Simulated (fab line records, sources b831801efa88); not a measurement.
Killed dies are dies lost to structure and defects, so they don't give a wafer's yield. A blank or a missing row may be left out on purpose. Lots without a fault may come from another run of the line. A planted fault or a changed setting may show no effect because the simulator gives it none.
One fault seen from 2 desks | flow sky130 | each desk has only its own numbers; what lay behind them comes last

THE TOOL OWNER'S DESK: pvd_sputter-01
The tool's own readings at SKY_LI_CONTACT_SPUTTER_19 (material Ti, target thk 20 nm, time 106.37 s): means of the sampled wafers that have a number, for each lot that ran on this tool. A lot is out of limits, marked OUT, if its mean lies more than 4 standard deviations from the usual mean; the brackets give that distance.
Columns: A = cathode_dc_power_W at SKY_LI_CONTACT_SPUTTER_19, usual 2500.0 W; B = throttle_valve_pct at SKY_LI_CONTACT_SPUTTER_19, usual 29.9 %
lot  | first seen here | A      | B
L788 | day 29 20:00    | 2500.1 | 30.0
L798 | day 33 08:21    | 2499.7 | 30.4
L799 | day 33 12:29    | 2499.6 | 30.6
This desk's finding: nothing out of limits on any of the 3 lots.

THE METROLOGY DESK
What the gauges read, lot by lot, whatever tool the lot ran on: means of the sampled wafers that have a number. A lot is out of limits, marked OUT, if its mean lies more than 4 standard deviations from the usual mean; the brackets give that distance.
Columns: A = cd_nm at SKY_LI_CONTACT_CD_MEAS_12, usual 169.8 nm; B = LI_CONTACT_OVL at SKY_LI_CONTACT_OVL_MEAS_13, usual 1 nm
lot  | first seen here | A     | B
L788 | day 29 19:25    | 169.7 | -3
L792 | day 31 10:32    | 169.2 | 4
L798 | day 33 07:46    | 169.5 | -9
L799 | day 33 11:57    | 168.4 | 3
L801 | day 34 21:01    | 170.4 | 2
L805 | day 36 01:34    | 165.1 | 14
This desk's finding: nothing out of limits on any of the 6 lots.

PUT TOGETHER
The tool owner's desk saw nothing out of limits.
The metrology desk saw nothing out of limits.

WHAT THE SIMULATOR HAD PUT IN
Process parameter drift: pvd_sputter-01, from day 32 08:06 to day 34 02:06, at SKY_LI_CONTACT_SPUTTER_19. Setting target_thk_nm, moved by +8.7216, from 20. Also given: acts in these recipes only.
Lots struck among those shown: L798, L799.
